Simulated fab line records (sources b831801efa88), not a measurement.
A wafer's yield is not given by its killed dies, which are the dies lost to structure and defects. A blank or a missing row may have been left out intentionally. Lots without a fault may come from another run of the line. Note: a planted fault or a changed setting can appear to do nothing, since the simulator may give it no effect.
One fault seen from 2 desks | flow sky130 | what lay behind the numbers comes last; until then each desk has only its own

== METROLOGY DESK ==
What the gauges read, lot by lot, whatever tool the lot ran on: means of the sampled wafers that have a number. Any lot whose mean is over 4 standard deviations away from the usual mean is out of limits and marked OUT; that distance is given in the brackets.
Columns: A = LDD_LDN_TW at SKY_LDD_LDN_TW_MEAS_13, usual 1477
lot  | first seen here | A
L137 | day 22 14:10    | 1476
L138 | day 23 05:25    | 1505
L142 | day 24 08:36    | 1441
L144 | day 25 11:10    | 1480
L145 | day 25 17:02    | 1457
L146 | day 26 00:47    | 1456
L147 | day 26 13:26    | 1455
L156 | day 29 20:46    | 1471
L158 | day 30 02:09    | 1473
L157 | day 30 06:05    | 1499
L159 | day 30 11:37    | 1456
L160 | day 30 18:12    | 1456
Finding of this desk: none of the 12 lots has anything out of limits.

== TOOL OWNER'S DESK, plasma-asher-04 ==
The tool's own readings at SKY_LOCAL_INTERCONNECT_STRIP_15 (strips in O2/N2): means of the sampled wafers that have a number, for each lot that ran on this tool. Any lot whose mean is over 4 standard deviations away from the usual mean is out of limits and marked OUT; that distance is given in the brackets.
Columns: A = chamber-pressure-mTorr at SKY_LOCAL_INTERCONNECT_STRIP_15, usual 1500.0 mTorr; B = drypump-motor-current-A at SKY_LOCAL_INTERCONNECT_STRIP_15, usual 5.7 A; C = oes-product-au at SKY_LOCAL_INTERCONNECT_STRIP_15, usual 0.427 a.u.; D = strip-time-to-endpoint-s at SKY_LOCAL_INTERCONNECT_STRIP_15, usual 4.733 s
lot  | first seen here | A                        | B   | C     | D
L137 | day 29 23:11    | 1500.0                   | 5.8 | 0.427 | 4.732
L138 | day 30 13:07    | 1499.9                   | 5.8 | 0.424 | 4.731
L142 | day 32 07:21    | 1500.9                   | 5.8 | 0.424 | 4.726
L146 | day 33 04:31    | 1500.4                   | 5.8 | 0.424 | 4.731
L156 | day 36 18:16    | 1300.2 (-99 or more) OUT | 5.5 | 0.427 | 5.000 (+10) OUT
L157 | day 37 03:10    | 1300.6 (-99 or more) OUT | 5.5 | 0.426 | 4.974 (+9.3) OUT
Finding of this desk: L156, L157 out of limits; the first was L156 at day 36 18:16, on chamber-pressure-mTorr at SKY_LOCAL_INTERCONNECT_STRIP_15. Within limits: L137, L138, L142, L146.

== TAKEN TOGETHER ==
The tool owner's desk had the chance to raise an alarm at day 36 18:16 on L156, L157.
Nothing out of limits was seen by the metrology desk.
The metrology desk holds a record of L156, L157, inside its limits.
Of the lots named, all ran SKY_LOCAL_INTERCONNECT_STRIP_15 on plasma-asher-04.

== WHAT THE SIMULATOR HAD PUT IN ==
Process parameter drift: plasma-asher-04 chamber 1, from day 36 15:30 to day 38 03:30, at SKY_LOCAL_INTERCONNECT_STRIP_15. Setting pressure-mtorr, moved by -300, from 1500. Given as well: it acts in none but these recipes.
Lots struck among those shown: L156, L157.
Each desk's first reading out of limits, in hours after the fault started: the tool owner's desk, 3.
